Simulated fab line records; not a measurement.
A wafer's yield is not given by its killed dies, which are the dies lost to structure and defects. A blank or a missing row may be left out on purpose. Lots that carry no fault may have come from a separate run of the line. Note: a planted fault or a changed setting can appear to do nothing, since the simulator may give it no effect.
Which tool is to blame?    flow gf180mcu    18 wafers from 6 lots sampled at 2 of the route's 602 steps

## WHAT THE GAUGES SHOWED, per wafer
GF_V4_BOW_MEAS_05.
lot   measured      on             V4_BOW (um)
L756  day 23 20:38  film metro-02  153 146 144
L758  day 24 13:43  film metro-02  143 143 149
L760  day 25 20:24  film metro-01  155 137 143
L762  day 26 01:49  film metro-04  129 144 135
L764  day 26 22:45  film metro-02  143 136 126
L768  day 28 02:17  film metro-01  128 127 123

## WHAT TOOL EACH LOT RAN ON (gives the tool, then ch and the chambers of the sampled wafers, and finally the start)
lot   GF_POLY_GATE_ETCH_13
L756  rie si-01 ch 0,2, day 9 10:26
L758  rie si-02 ch 0,3, day 10 02:26
L760  rie si-02 ch 2,3, day 10 23:38
L762  rie si-02 ch 0,2,3, day 11 09:05
L764  rie si-02 ch 2,3, day 12 04:41
L768  rie si-01 ch 0,1,2, day 13 07:35
- GF_POLY_GATE_ETCH_13: etches poly-Si in HBr/Cl2, stops on SiO2, target depth 198.5 nm, time 69.6 s.

## THE ANSWER, worked out from the rows above alone
Rule: the usual values come from the lots themselves. The widest of any qualifying gaps counts: lots, ordered by their means at a reading, are off when they make up no more than a third of the lots, leave a main group of 4 or more, and stand apart from it by 3 or more times the standard deviation of that group's means. Not used: any main group whose means are identical at the precision the tables above print for the reading. A lot without any number at a reading at which 4 lots or more have one is off too. All remaining lots with rows at the step are treated as sound.
None of the lots is off at any reading shown; this tells nothing.

## WHAT HAD BEEN PUT IN BY THE SIMULATOR
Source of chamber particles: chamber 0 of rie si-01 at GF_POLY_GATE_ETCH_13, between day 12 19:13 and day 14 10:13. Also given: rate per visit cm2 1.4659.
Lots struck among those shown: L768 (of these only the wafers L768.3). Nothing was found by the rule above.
